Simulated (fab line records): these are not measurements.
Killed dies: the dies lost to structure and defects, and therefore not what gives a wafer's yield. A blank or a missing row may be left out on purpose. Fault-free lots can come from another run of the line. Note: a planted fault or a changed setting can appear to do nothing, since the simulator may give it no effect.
A lot that was struck, set against a sound lot + flow sky130 + 35 out of 708 route steps
Sound: wafers L374.3, L374.4, L374.5. Struck: wafer L384.3. (L384.1, L384.6 of the same lot were not struck and are left out.) The cause comes at the end.
Order at every step that has rows: each side's tool, ch and its chambers, its first start. Under that, the readings that differ: sound wafers + struck wafers + difference of the means + sigmas: that difference in standard deviations of wafers without a fault.
alike: readings whose means differ by less than 2 such deviations, and words and numbers that are the same on both sides. not compared: withheld readings, readings that some wafer has no value for, bounds like >300 that may hide the same value, and numbers for which the record gives no deviation and whose values overlap.
A row with sigmas, a row that says differs or no value, or rows on one side alone: a step with any of these is where the two part. When numbers do not overlap yet have no deviation, they are printed without sigmas and do not part them. Lack of a reading on every wafer of one side parts them only where that side has two or more wafers.

first, 9 steps without rows for these wafers: SKY_METAL4_DESCUM_15 (chemistry O2, time 8 s); SKY_METAL4_ETCH_16 (etches BARC in N2/H2, stops on SiO2, time 88.2 s, target depth 60 nm); SKY_METAL4_ETCH_17 (etches SiO2 in C4F8/O2/Ar, stops on TiN, time 3.9 s, target depth 15 nm); SKY_METAL4_METAL_ETCH_18 (etches the open film in Cl2/BCl3, stops on SiO2, target depth 845 nm, time 183.1 s); SKY_METAL4_STRIP_19 (strips in O2/N2); SKY_METAL4_STRIP_20 (strips in post etch residue remover, time 1200 s); SKY_METAL4_CLEAN_21 (cleans in IPA, time 180 s); SKY_METAL4_CLEAN_22 (cleans in O3/DIW); SKY_VIA4_HDPCVD_00 (deposits SiO2, target thk 1750 nm, time 291.7 s).
SKY_VIA4_CMP_02: polishes SiO2.
  sound on cmp-02 ch 0,1,2, day 44 05:17; struck on cmp-01 ch 0, day 47 06:12
| reading                                 | sound             | struck | difference | sigmas |
|-----------------------------------------|-------------------|--------|------------|--------|
| model.SiO2_of_VIA4_HDPCVD_00.thkNm (nm) | 579.3 580.5 580.3 | 639.4  | +59.4      |        |
  alike: motorCurrentA
SKY_VIA4_BOW_MEAS_03:
  sound on filmMetro-03, day 44 05:38; struck on filmMetro-04, day 47 06:47
  not compared: hold, VIA4_BOW
then, 6 steps without rows for these wafers: SKY_VIA4_HMDS_05 (prime time 60 s); SKY_VIA4_COAT_06 (resist thk 1140 nm); SKY_VIA4_SOFTBAKE_07 (time 60 s); SKY_VIA4_EXPOSE_08 (exposes mask VIM4, target cd 800 nm); SKY_VIA4_PEB_09; SKY_VIA4_DEVELOP_10 (develop time 60 s).
SKY_VIA4_ETCH_12: etches SiO2 in C4F8/O2/Ar, stops on TiN, target depth 580 nm.
  sound on rieDiel-02 ch 0,1, day 45 02:56; struck on rieDiel-04 ch 3, day 48 03:08
| reading                        | sound             | struck | difference | sigmas |
|--------------------------------|-------------------|--------|------------|--------|
| oesProductAu (a.u.)            | 0.919 0.927 0.934 | 0.973  | +0.046     | +10    |
| model.etch.depthNm (nm)        | 579.3 580.5 580.3 | 639.4  | +59.4      |        |
| model.VIA4.featureDepthNm (nm) | 579.3 580.5 580.3 | 639.4  | +59.4      |        |
then, 15 steps without rows for these wafers: SKY_VIA4_STRIP_13 (strips in O2/N2); SKY_VIA4_STRIP_14 (strips in post etch residue remover, time 1200 s); SKY_VIA4_CLEAN_15 (cleans in IPA, time 180 s); SKY_VIA4_CLEAN_16 (cleans in O3/DIW); SKY_VIA4_SPUTTER_17 (material TiN, target thk 20 nm, time 80 s); SKY_VIA4_CVD_18 (deposits W, target thk 505 nm, time 152.14 s); SKY_VIA4_CMP_21 (polishes, stops on SiO2, t overpolish 25 s, target thk 0 nm); SKY_METAL5_SPUTTER_00 (material Ti, target thk 15 nm, time 10 s); SKY_METAL5_SPUTTER_01 (material TiN, target thk 20 nm, time 16.7 s); SKY_METAL5_SPUTTER_02 (material AlCu, target thk 1150 nm, time 61.2 s); SKY_METAL5_SPUTTER_03 (material Ti, target thk 5 nm, time 3.3 s); SKY_METAL5_SPUTTER_04 (material TiN, target thk 70 nm, time 58.3 s); SKY_METAL5_DEHYDRATE_07 (time 60 s); SKY_METAL5_HMDS_08 (prime time 60 s); SKY_METAL5_COAT_09 (resist thk 1800 nm).
SKY_METAL5_METAL_ETCH_15: etches the open film in Cl2/BCl3, stops on SiO2, target depth 1260 nm, time 252 s.
  sound on rieMetal-04 ch 0,1, day 46 01:13; struck on rieMetal-03 ch 1, day 48 23:31
| reading                                 | sound             | struck | difference | sigmas |
|-----------------------------------------|-------------------|--------|------------|--------|
| model.SiO2_of_VIA4_HDPCVD_00.thkNm (nm) | 548.4 549.2 549.6 | 609    | +60        |        |
  alike: drypumpMotorCurrentA, oesProductAu, throttleValvePct
  not compared: rfHoursCounterH
SKY_PAD_OPEN_PROBE_99:
  sound on prober-01, day 47 21:40; struck on prober-02, day 50 12:29
| reading                     | sound                | struck                  | difference                   | sigmas |
|-----------------------------|----------------------|-------------------------|------------------------------|--------|
| hold                        | - - -                | awaitDispo/1.2h/release | no value on the sound wafers |        |
| model.etest.via4Chain.rcOhm | 0.8044 0.8032 0.8263 | 1.263                   | +0.452                       |        |

## WHERE THEY PART
First at SKY_VIA4_ETCH_12; last, within this record, at SKY_PAD_OPEN_PROBE_99.

WHY: what the simulator had put in
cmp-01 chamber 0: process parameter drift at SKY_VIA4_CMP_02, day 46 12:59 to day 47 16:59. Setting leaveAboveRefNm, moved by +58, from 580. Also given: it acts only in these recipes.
